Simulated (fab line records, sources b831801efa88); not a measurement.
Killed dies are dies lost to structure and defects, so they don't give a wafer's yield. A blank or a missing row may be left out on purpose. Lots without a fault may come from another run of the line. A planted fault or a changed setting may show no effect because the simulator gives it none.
A struck lot beside a sound one | flow gf180mcu | 16 steps out of a route of 602
Sound: wafers L374.1, L374.2, L374.4. Struck: wafers L389.1, L389.4, L389.5. The cause comes at the end.
At each step with rows: each side's tool, then ch and its chambers, then its first start. Under that, the readings that differ: sound wafers | struck wafers | difference of the means | sigmas: that difference in standard deviations of wafers without a fault.
alike: readings whose means differ by less than 2 such deviations, and words and numbers that are the same on both sides. not compared: withheld readings, readings that some wafer has no value for, bounds like >300 that may hide the same value, and numbers for which the record gives no deviation and whose values overlap.
The two part at a step that has a row with sigmas, a row that says differs or no value, or rows on one side only. Numbers that don't overlap but have no deviation are shown without sigmas and don't part them. A reading that every wafer of one side lacks parts them only if that side has two wafers or more.

GF_M2_SPUTTER_04: material TiN, target thk 50 nm, time 41.7 s.
  sound on pvd_sputter-01, day 20 18:32; struck on pvd_sputter-02, day 25 14:21
  alike: throttle_valve_pct
GF_M2_RS_MEAS_05: measures by four-point-probe.
  sound on film_metro-04, day 20 18:35; struck on film_metro-03, day 25 14:23
  alike: M2_ALCU_RS
GF_M2_THK_MEAS_06: measures by xrf.
  sound on film_metro-04, day 20 18:42; struck on film_metro-03, day 25 14:31
  alike: M2_ALCU_THK
then, 7 steps without rows for these wafers: GF_M2_DEHYDRATE_07 (time 60 s); GF_M2_HMDS_08 (prime time 60 s); GF_M2_COAT_09 (resist thk 1000 nm); GF_M2_SOFTBAKE_10 (time 60 s); GF_M2_EXPOSE_11 (exposes mask Metal2, target cd 280 nm); GF_M2_PEB_12 (peb time 90 s); GF_M2_DEVELOP_13 (develop time 60 s).
GF_M2_CD_MEAS_14: target cd 280 nm.
  sound on cd_sem-01, day 21 18:53; struck on cd_sem-02, day 26 11:09
  reading    | sound             | struck            | difference | sigmas
  cd_nm (nm) | 279.2 278.1 277.7 | 281.7 280.9 280.8 | +2.8       | +2
GF_M2_OVL_MEAS_15:
  sound on overlay-02, day 21 19:00; struck on overlay-02, day 26 11:16
  alike: M2_OVL
GF_M2_METAL_ETCH_16: etches the open film in Cl2/BCl3, stops on SiO2, target depth 750.8 nm, time 125.1 s.
  sound on rie_metal-01 ch 0,1, day 21 19:02; struck on rie_metal-03 ch 1, day 26 11:19
  reading                             | sound                | struck               | difference | sigmas
  oes_product_au (a.u.)               | 0.990 0.989 0.993    | 0.878 0.869 0.871    | -0.118     | -20
  throttle_valve_pct (%)              | 28.230 28.236 28.233 | 28.351 28.368 28.368 | +0.129     | +13
  model.KrF_of_M2_COAT_09.thk_nm (nm) | 687.4 688.6 688      | 743.7 746.7 747.5    | +58.0      |
  alike: bcl3_flow_sccm, drypump_motor_current_A
  not compared: rf_hours_counter_h
GF_M2_STRIP_17: strips in O2/N2.
  sound on plasma_asher-04 ch 0,1, day 21 19:10; struck on plasma_asher-04 ch 0,1, day 26 11:26
  reading                      | sound             | struck            | difference | sigmas
  oes_product_au (a.u.)        | 0.543 0.541 0.541 | 0.556 0.565 0.558 | +0.018     | +4
  strip_time_to_endpoint_s (s) | 7.41 7.42 7.42    | 7.97 8.00 8.00    | +0.57      | +12
  alike: drypump_motor_current_A, heater_power_w
  not compared: rf_hours_counter_h
then, 1 step without rows for these wafers: GF_M2_STRIP_18 (strips in post etch residue remover, time 1200 s).
-- the record jumps here: 8 days lie between the struck wafers' starts before and after (it left off in module M2 and takes up again in module PASSIVATION, whose first step shown is number 602 of the route) --
GF_PASSIVATION_PROBE_99:
  sound on prober-02, day 31 02:11; struck on prober-02, day 34 14:53
  not compared: model.etest.met4.short, model.etest.iso_nplus_nwell.over_limit, model.etest.met1.short, model.etest.pmos_6p0.over_limit, model.etest.ring_6p0.no_ring, model.etest.pplus_sal.short, model.etest.dnwell.short, model.etest.nwell.short

WHERE THEY PART
First at GF_M2_CD_MEAS_14; last, within this record, at GF_M2_STRIP_17.

WHY: what the simulator had put in
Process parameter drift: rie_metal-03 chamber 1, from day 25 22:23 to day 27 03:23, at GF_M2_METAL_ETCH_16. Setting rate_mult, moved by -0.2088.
